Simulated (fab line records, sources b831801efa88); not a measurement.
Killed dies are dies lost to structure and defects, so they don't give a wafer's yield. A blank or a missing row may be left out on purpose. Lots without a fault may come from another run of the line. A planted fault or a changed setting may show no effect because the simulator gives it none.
fab line records | flow gf180mcu
record lots=24 wafers=72 last_day=34
route steps=602 shown MVPSD@85 VT_IMPLANT@97 HV_LDD@222 SALICIDE@282 CONTACT@288 V1@338
lots that met no fault: from a run of the same line without faults
start_h: hours from the record's first day to the start of the lot's first wafer shown | wait_h: hours since the lot's step before | " the same as in the row above | L1.1+2: a row that stands for several wafers | - no value, or no start given | * or withheld: withheld | < > ~ a bound
route shown NAME@n: a module of which the file shows steps, and the number in the route of the first | usual: mean/standard deviation of fault-free wafers | same: alike in all rows | chamber/n: place in a boat | sites: the reading at each site | _std_site: their standard deviation | _edge_site: outer sites' mean less inner sites' | radius_mm: how far each site lies from the wafer's centre | mask NAME#n: copy n | behind: the tool/chamber that last shaped the wafer | hold: why the lot was held/for how many hours/how that ended | device: the transistor (n, p or np) that didn't switch | end of line: the same wafers' tests at the end of the route | a step without rows: its recipe alone | killed: dies lost to structure and defects at the first sort, not the wafer's yield | map: a wafer's dies, x killed, . not, _ none there
set.NAME: the setting as run; set.NAME@STEP: as run at that earlier step | model.NAME: the simulator's own value behind a step, which no gauge read
steps of the route over a sample of lots; a table a step, a row a wafer
## steps
# step GF_MVPSD_OVL_MEAS_07
# usual MVPSD_OVL=-0.6/1.4
# columns lot.wafer tool chamber start_h wait_h MVPSD_OVL[nm]
L074.2 overlay-02 - 96.37 - -0.6
L074.4 " - " " -1.3
L074.6 " - " " 0.2
L075.2 overlay-01 - 102.63 - -0.6
L075.3 " - " " -0.4
L075.6 " - " " 0.1
L076.1 overlay-02 - 107.32 - -0.2
L076.4 " - " " -1.5
L076.5 " - " " -1.8
L077.3 overlay-02 - 115.39 - -2.1
L077.5 " - " " -2.1
L077.6 " - " " -1.0
L078.3 overlay-01 - 120.79 - -0.4
L078.4 " - " " -1.1
L078.6 " - " " -0.6
L079.1 overlay-01 - 126.84 - 1.1
L079.3 " - " " 0.2
L079.6 " - " " 0.7
L080.3 overlay-01 - 131.30 - 0.7
L080.4 " - " " -0.1
L080.6 " - " " 0.3
L081.1 overlay-02 - 139.24 - -3.0
L081.2 " - " " -0.7
L081.3 " - " " -2.3
L082.1 overlay-01 - 143.37 - -2.5
L082.4 " - " " -0.7
L082.6 " - " " -1.1
L083.3 overlay-01 - 150.74 - 0.1
L083.4 " - " " -0.6
L083.5 " - " " 0.2
L084.1 overlay-02 - 156.64 - -3.5
L084.2 " - " " -2.3
L084.5 " - " " -1.8
L085.2 overlay-02 - 162.99 - -0.6
L085.4 " - " " -0.8
L085.6 " - " " 0.1
L086.1 overlay-02 - 168.39 - 0.3
L086.2 " - " " 0.0
L086.4 " - " " -2.1
L087.3 overlay-02 - 173.73 - -2.3
L087.4 " - " " -2.9
L087.6 " - " " -2.4
L088.1 overlay-01 - 181.54 - 0.9
L088.3 " - " " 0.6
L088.4 " - " " 1.5
L089.2 overlay-01 - 185.34 - -0.7
L089.3 " - " " -1.1
L089.5 " - " " 1.6
L090.3 overlay-01 - 191.85 - -0.7
L090.4 " - " " -0.7
L090.6 " - " " -1.9
L091.2 overlay-01 - 197.78 - 0.6
L091.4 " - " " 0.6
L091.6 " - " " -1.1
L092.1 overlay-01 - 202.72 - -2.8
L092.2 " - " " -3.5
L092.4 " - " " -2.8
L093.1 overlay-01 - 211.23 - 2.3
L093.3 " - " " 1.5
L093.4 " - " " 2.2
L094.1 overlay-02 - 218.32 - 0.6
L094.3 " - " " -0.1
L094.6 " - " " 0.2
L095.1 overlay-01 - 222.77 - -0.7
L095.2 " - " " -0.5
L095.3 " - " " -0.6
L096.3 overlay-02 - 228.53 - 3.5
L096.5 " - " " 1.5
L096.6 " - " " 1.2
L097.1 overlay-02 - 239.83 - -2.6
L097.2 " - " " -1.2
L097.4 " - " " 0.0
# step GF_VT_IMPLANT_OVL_MEAS_07
# usual VT_IMPLANT_OVL=-0.3/1.3
# columns lot.wafer tool chamber start_h wait_h VT_IMPLANT_OVL[nm]
L074.2 overlay-01 - 111.13 0.1 -1.3
L074.4 " - " " -0.1
L074.6 " - " " -0.6
L075.2 overlay-02 - 117.38 0.1 0.3
L075.3 " - " " -0.1
L075.6 " - " " 0.6
L076.1 overlay-02 - 122.52 0.1 -0.1
L076.4 " - " " 1.0
L076.5 " - " " -1.7
L077.3 overlay-01 - 130.94 0.1 -2.1
L077.5 " - " " 0.7
L077.6 " - " " -0.4
L078.3 overlay-02 - 136.40 0.1 -0.3
L078.4 " - " " 0.6
L078.6 " - " " -0.2
L079.1 overlay-01 - 142.03 0.1 -1.2
L079.3 " - " " -2.4
L079.6 " - " " -1.8
L080.3 overlay-02 - 146.38 0.1 -1.5
L080.4 " - " " -0.8
L080.6 " - " " -0.4
L081.1 overlay-01 - 155.13 0.1 -1.2
L081.2 " - " " -1.1
L081.3 " - " " -1.6
L082.1 overlay-01 - 159.28 0.1 0.3
L082.4 " - " " -1.7
L082.6 " - " " 0.6
L083.3 overlay-01 - 166.98 0.1 -0.3
L083.4 " - " " -2.4
L083.5 " - " " -2.3
L084.1 overlay-02 - 172.74 0.1 -2.0
L084.2 " - " " -2.1
L084.5 " - " " -1.5
L085.2 overlay-01 - 179.23 0.1 -0.5
L085.4 " - " " -0.9
L085.6 " - " " -0.4
L086.1 overlay-02 - 185.43 0.1 -0.9
L086.2 " - " " -1.2
L086.4 " - " " -1.4
L087.3 overlay-01 - 190.93 0.1 0.5
L087.4 " - " " 1.8
L087.6 " - " " 1.9
L088.1 overlay-01 - 198.84 0.1 0.7
L088.3 " - " " 1.6
L088.4 " - " " 1.8
L089.2 overlay-01 - 201.99 0.1 -0.4
L089.3 " - " " 1.6
L089.5 " - " " 1.2
L090.3 overlay-02 - 209.13 0.1 -2.3
L090.4 " - " " -1.4
L090.6 " - " " -1.7
L091.2 overlay-01 - 215.19 0.1 0.5
L091.4 " - " " 0.6
L091.6 " - " " -0.4
L092.1 overlay-02 - 219.88 0.1 -1.0
L092.2 " - " " -0.6
L092.4 " - " " -0.6
L093.1 overlay-02 - 229.47 0.1 -0.3
L093.3 " - " " -0.5
L093.4 " - " " -0.9
L094.1 overlay-01 - 236.53 0.1 2.5
L094.3 " - " " 3.9
L094.6 " - " " 3.2
L095.1 overlay-01 - 240.97 0.1 -1.7
L095.2 " - " " -0.3
L095.3 " - " " -0.5
L096.3 overlay-02 - 247.08 0.1 -2.2
L096.5 " - " " -1.6
L096.6 " - " " -1.9
L097.1 overlay-01 - 258.37 0.1 0.4
L097.2 " - " " 0.6
L097.4 " - " " 1.3
# step GF_HV_LDD_CD_MEAS_46
# recipe target_cd_nm=400
# usual cd_nm=400.3/2.4
# columns lot.wafer tool chamber start_h wait_h cd_nm
L074.2 cd_sem-02 - 272.50 0.1 403.2
L074.4 " - " " 403.2
L074.6 " - " " 403.9
L075.2 cd_sem-01 - 280.10 0.1 402.8
L075.3 " - " " 403.3
L075.6 " - " " 402.7
L076.1 cd_sem-01 - 289.13 0.1 397.9
L076.4 " - " " 399.1
L076.5 " - " " 397.4
L077.3 cd_sem-02 - 298.02 0.1 399.2
L077.5 " - " " 401.3
L077.6 " - " " 400.9
L078.3 cd_sem-01 - 306.67 0.1 399.7
L078.4 " - " " 399.5
L078.6 " - " " 398.8
L079.1 cd_sem-02 - 314.38 0.1 399.3
L079.3 " - " " 401.5
L079.6 " - " " 399.7
L080.3 cd_sem-01 - 318.12 0.1 400.2
L080.4 " - " " 401.4
L080.6 " - " " 401.9
L081.1 cd_sem-02 - 333.18 0.2 400.5
L081.2 " - " " 400.8
L081.3 " - " " 399.1
L082.1 cd_sem-02 - 333.30 0.2 403.3
L082.4 " - " " 404.9
L082.6 " - " " 401.3
L083.3 cd_sem-02 - 346.27 0.1 395.9
L083.4 " - " " 398.2
L083.5 " - " " 396.6
L084.1 cd_sem-02 - 354.07 0.1 399.6
L084.2 " - " " 401.9
L084.5 " - " " 401.6
L085.2 cd_sem-01 - 365.34 0.1 400.2
L085.4 " - " " 398.3
L085.6 " - " " 401.2
L086.1 cd_sem-02 - 369.42 0.1 400.5
L086.2 " - " " 399.4
L086.4 " - " " 401.4
L087.3 cd_sem-01 - 376.42 0.1 401.1
L087.4 " - " " 400.2
L087.6 " - " " 402.3
L088.1 cd_sem-02 - 388.13 0.1 402.7
L088.3 " - " " 402.4
L088.4 " - " " 405.1
L089.2 cd_sem-02 - 392.85 0.1 401.0
L089.3 " - " " 401.1
L089.5 " - " " 400.6
L090.3 cd_sem-01 - 399.27 0.1 399.6
L090.4 " - " " 401.8
L090.6 " - " " 401.2
L091.2 cd_sem-01 - 408.05 0.1 398.6
L091.4 " - " " 399.1
L091.6 " - " " 399.2
L092.1 cd_sem-01 - 414.62 0.1 401.0
L092.2 " - " " 400.6
L092.4 " - " " 402.7
L093.1 cd_sem-01 - 425.92 0.1 398.5
L093.3 " - " " 398.8
L093.4 " - " " 398.3
L094.1 cd_sem-02 - 435.92 0.1 400.0
L094.3 " - " " 399.4
L094.6 " - " " 399.9
L095.1 cd_sem-01 - 443.98 0.1 396.4
L095.2 " - " " 397.9
L095.3 " - " " 397.4
L096.3 cd_sem-02 - 447.56 0.1 396.5
L096.5 " - " " 395.8
L096.6 " - " " 397.6
L097.1 cd_sem-01 - 464.52 0.1 402.9
L097.2 " - " " 405.4
L097.4 " - " " 403.7
# step GF_SALICIDE_RS_MEAS_04
# recipe thk_meas_gauge=four-point-probe reads=TiN_of_SALICIDE_SPUTTER_03+Co_of_SALICIDE_SPUTTER_02
# usual SALICIDE_TIN_RS=16.4/0.37
# columns lot.wafer tool chamber start_h wait_h SALICIDE_TIN_RS[ohm/sq]
L074.2 film_metro-03 - 337.22 0.0 16.0
L074.4 " - " " 16.2
L074.6 " - " " 16.1
L075.2 film_metro-03 - 345.85 0.0 16.8
L075.3 " - " " 16.4
L075.6 " - " " 16.6
L076.1 film_metro-01 - 356.77 0.0 16.8
L076.4 " - " " 16.1
L076.5 " - " " 16.8
L077.3 film_metro-02 - 366.32 0.1 16.4
L077.5 " - " " 16.6
L077.6 " - " " 16.0
L078.3 film_metro-02 - 375.62 0.1 16.6
L078.4 " - " " 16.3
L078.6 " - " " 16.7
L079.1 film_metro-03 - 384.14 0.0 16.9
L079.3 " - " " 16.9
L079.6 " - " " 17.0
L080.3 film_metro-01 - 388.83 0.1 15.9
L080.4 " - " " 15.9
L080.6 " - " " 16.5
L081.1 film_metro-01 - 404.79 0.0 15.8
L081.2 " - " " 16.0
L081.3 " - " " 15.5
L082.1 film_metro-03 - 405.33 0.0 16.2
L082.4 " - " " 16.7
L082.6 " - " " 16.6
L083.3 film_metro-01 - 420.03 0.1 15.8
L083.4 " - " " 16.0
L083.5 " - " " 16.5
L084.1 film_metro-01 - 426.89 0.0 16.2
L084.2 " - " " 16.4
L084.5 " - " " 16.3
L085.2 film_metro-02 - 441.84 0.0 16.2
L085.4 " - " " 16.0
L085.6 " - " " 16.2
L086.1 film_metro-02 - 446.15 0.0 16.0
L086.2 " - " " 16.5
L086.4 " - " " 16.2
L087.3 film_metro-02 - 452.12 0.1 16.8
L087.4 " - " " 16.6
L087.6 " - " " 16.8
L088.1 film_metro-01 - 464.03 0.0 16.7
L088.3 " - " " 16.3
L088.4 " - " " 16.3
L089.2 film_metro-03 - 470.60 0.0 16.2
L089.3 " - " " 16.1
L089.5 " - " " 16.5
L090.3 film_metro-02 - 475.97 0.1 15.6
L090.4 " - " " 15.7
L090.6 " - " " 15.8
L091.2 film_metro-01 - 485.86 0.0 16.4
L091.4 " - " " 16.2
L091.6 " - " " 16.6
L092.1 film_metro-03 - 493.46 0.0 16.5
L092.2 " - " " 16.4
L092.4 " - " " 16.5
L093.1 film_metro-02 - 502.67 0.0 16.2
L093.3 " - " " 16.8
L093.4 " - " " 16.7
L094.1 film_metro-01 - 513.33 0.0 16.4
L094.3 " - " " 15.8
L094.6 " - " " 16.4
L095.1 film_metro-02 - 520.43 0.0 15.8
L095.2 " - " " 16.5
L095.3 " - " " 16.1
L096.3 film_metro-02 - 525.32 0.1 16.7
L096.5 " - " " 17.0
L096.6 " - " " 16.8
L097.1 film_metro-02 - 540.78 0.0 16.6
L097.2 " - " " 16.4
L097.4 " - " " 16.6
# step GF_CONTACT_THK_MEAS_01
# recipe reads=SiO2_of_CONTACT_CVD_00
# usual CONTACT_CVD_00_THK=300/3.6
# columns lot.wafer tool chamber start_h wait_h CONTACT_CVD_00_THK[nm]
L074.2 film_metro-04 - 337.73 0.0 298
L074.4 " - " " 300
L074.6 " - " " 296
L075.2 film_metro-02 - 346.36 0.0 303
L075.3 " - " " 301
L075.6 " - " " 300
L076.1 film_metro-04 - 357.29 0.0 303
L076.4 " - " " 299
L076.5 " - " " 303
L077.3 film_metro-04 - 366.92 0.0 308
L077.5 " - " " 302
L077.6 " - " " 300
L078.3 film_metro-02 - 376.12 0.0 296
L078.4 " - " " 298
L078.6 " - " " 301
L079.1 film_metro-02 - 384.66 0.0 297
L079.3 " - " " 301
L079.6 " - " " 302
L080.3 film_metro-04 - 389.33 0.0 302
L080.4 " - " " 306
L080.6 " - " " 302
L081.1 film_metro-04 - 405.31 0.0 296
L081.2 " - " " 297
L081.3 " - " " 301
L082.1 film_metro-02 - 405.85 0.0 295
L082.4 " - " " 296
L082.6 " - " " 296
L083.3 film_metro-01 - 420.54 0.0 299
L083.4 " - " " 301
L083.5 " - " " 303
L084.1 film_metro-01 - 427.41 0.0 301
L084.2 " - " " 301
L084.5 " - " " 303
L085.2 film_metro-04 - 442.35 0.0 297
L085.4 " - " " 308
L085.6 " - " " 299
L086.1 film_metro-04 - 446.66 0.0 297
L086.2 " - " " 299
L086.4 " - " " 295
L087.3 film_metro-01 - 452.62 0.0 301
L087.4 " - " " 302
L087.6 " - " " 301
L088.1 film_metro-02 - 464.54 0.0 301
L088.3 " - " " 295
L088.4 " - " " 295
L089.2 film_metro-04 - 471.10 0.0 303
L089.3 " - " " 304
L089.5 " - " " 300
L090.3 film_metro-04 - 476.47 0.0 299
L090.4 " - " " 300
L090.6 " - " " 299
L091.2 film_metro-01 - 486.37 0.0 303
L091.4 " - " " 306
L091.6 " - " " 301
L092.1 film_metro-01 - 494.07 0.0 300
L092.2 " - " " 300
L092.4 " - " " 300
L093.1 film_metro-04 - 503.19 0.0 295
L093.3 " - " " 299
L093.4 " - " " 295
L094.1 film_metro-02 - 513.95 0.0 306
L094.3 " - " " 301
L094.6 " - " " 299
L095.1 film_metro-01 - 520.95 0.0 297
L095.2 " - " " 303
L095.3 " - " " 297
L096.3 film_metro-01 - 525.82 0.0 301
L096.5 " - " " 299
L096.6 " - " " 306
L097.1 film_metro-01 - 541.30 0.0 296
L097.2 " - " " 298
L097.4 " - " " 300
# step GF_V1_THK_MEAS_03
# recipe reads=SiO2_of_V1_CVD_02
# usual V1_CVD_02_THK=849/13
# columns lot.wafer tool chamber start_h wait_h V1_CVD_02_THK[nm]
L074.2 film_metro-04 - 385.32 0.0 822
L074.4 " - " " 851
L074.6 " - " " 848
L075.2 film_metro-03 - 393.80 0.0 838
L075.3 " - " " 835
L075.6 " - " " 856
L076.1 film_metro-03 - 405.60 0.0 843
L076.4 " - " " 847
L076.5 " - " " 854
L077.3 film_metro-02 - 416.31 0.1 833
L077.5 " - " " 856
L077.6 " - " " 851
L078.3 film_metro-03 - 425.89 0.1 845
L078.4 " - " " 850
L078.6 " - " " 850
L079.1 film_metro-04 - 435.44 0.0 846
L079.3 " - " " 845
L079.6 " - " " 865
L080.3 film_metro-03 - 439.80 0.1 850
L080.4 " - " " 868
L080.6 " - " " 860
L081.1 film_metro-03 - 457.39 0.0 851
L081.2 " - " " 851
L081.3 " - " " 848
L082.1 film_metro-02 - 457.99 0.0 866
L082.4 " - " " 852
L082.6 " - " " 875
L083.3 film_metro-04 - 473.38 0.1 842
L083.4 " - " " 861
L083.5 " - " " 858
L084.1 film_metro-03 - 479.94 0.0 843
L084.2 " - " " 840
L084.5 " - " " 861
L085.2 film_metro-03 - 494.18 0.0 828
L085.4 " - " " 837
L085.6 " - " " 838
L086.1 film_metro-04 - 497.79 0.0 858
L086.2 " - " " 849
L086.4 " - " " 878
L087.3 film_metro-03 - 503.55 0.1 831
L087.4 " - " " 850
L087.6 " - " " 852
L088.1 film_metro-03 - 515.08 0.0 857
L088.3 " - " " 860
L088.4 " - " " 863
L089.2 film_metro-02 - 520.23 0.0 845
L089.3 " - " " 857
L089.5 " - " " 845
L090.3 film_metro-02 - 526.00 0.1 852
L090.4 " - " " 840
L090.6 " - " " 842
L091.2 film_metro-04 - 536.46 0.0 851
L091.4 " - " " 871
L091.6 " - " " 872
L092.1 film_metro-04 - 543.97 0.0 831
L092.2 " - " " 823
L092.4 " - " " 853
L093.1 film_metro-03 - 552.92 0.0 828
L093.3 " - " " 835
L093.4 " - " " 832
L094.1 film_metro-03 - 562.41 0.0 842
L094.3 " - " " 849
L094.6 " - " " 859
L095.1 film_metro-03 - 568.51 0.0 858
L095.2 " - " " 849
L095.3 " - " " 846
L096.3 film_metro-03 - 572.26 0.1 866
L096.5 " - " " 864
L096.6 " - " " 879
L097.1 film_metro-03 - 587.55 0.0 857
L097.2 " - " " 865
L097.4 " - " " 859
## key
fault none
